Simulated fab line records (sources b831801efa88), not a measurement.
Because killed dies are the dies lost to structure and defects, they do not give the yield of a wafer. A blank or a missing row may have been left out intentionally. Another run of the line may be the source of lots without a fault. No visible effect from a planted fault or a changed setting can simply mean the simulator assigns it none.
Which tool did it?	flow sky130	36 wafers sampled from 12 lots at 1 step of a route of 708

WHAT EACH GAUGE READ, for each wafer
SKY_VIA1_RS_MEAS_22: measures by four-point-probe.
lot	measured	on	VIA1_W_RS (ohm/sq)
L137	day 33 22:13	film-metro-02	0.422 0.423 0.419
L140	day 35 00:37	film-metro-04	0.440 0.436 0.437
L141	day 35 07:14	film-metro-01	0.427 0.428 0.425
L142	day 35 11:36	film-metro-01	0.423 0.430 0.425
L145	day 36 22:53	film-metro-02	0.422 0.424 0.423
L147	day 37 07:41	film-metro-01	0.437 0.430 0.431
L148	day 37 21:15	film-metro-04	0.427 0.428 0.430
L150	day 38 05:40	film-metro-04	0.430 0.431 0.429
L151	day 38 08:26	film-metro-02	0.427 0.421 0.425
L152	day 39 00:01	film-metro-04	0.423 0.428 0.424
L153	day 39 01:56	film-metro-01	0.425 0.428 0.424
L159	day 40 20:59	film-metro-01	0.421 0.418 0.420

EACH LOT AND THE TOOL THAT RAN IT (in order: tool; ch and the chambers of the sampled wafers; start)
Before these readings, the record contains no process step.

WHAT THE TOOLS THEMSELVES READ (means of the sampled wafers that have a number; where no wafer has one, the mark that the record gives instead)
The record holds no such reading with a usual standard deviation.

THE ANSWER, worked out from the rows above alone
Rule: the usual values come from the lots themselves. Put in order of their means at a reading, lots are off if they are a third of the lots or fewer, leave a main group of 4 or more, and stand apart from it by a gap of 3 or more times the standard deviation of the main group's means; of several such gaps the widest counts. If all means in a main group match to the digits the tables above print for the reading, that group is not used. A lot without any number at a reading at which 4 lots or more have one is off too. All remaining lots with rows at the step are treated as sound. After the gauges, taken in route order, come the tools' own readings; for these a lot's mean is taken, as printed above. The first step at which some lot is off is used, and at that step the reading that is off furthest; a lot without a number counts as furthest.
Across all readings shown, no lot is off: no conclusion can be drawn from this.

WHAT WAS PUT IN BY THE SIMULATOR
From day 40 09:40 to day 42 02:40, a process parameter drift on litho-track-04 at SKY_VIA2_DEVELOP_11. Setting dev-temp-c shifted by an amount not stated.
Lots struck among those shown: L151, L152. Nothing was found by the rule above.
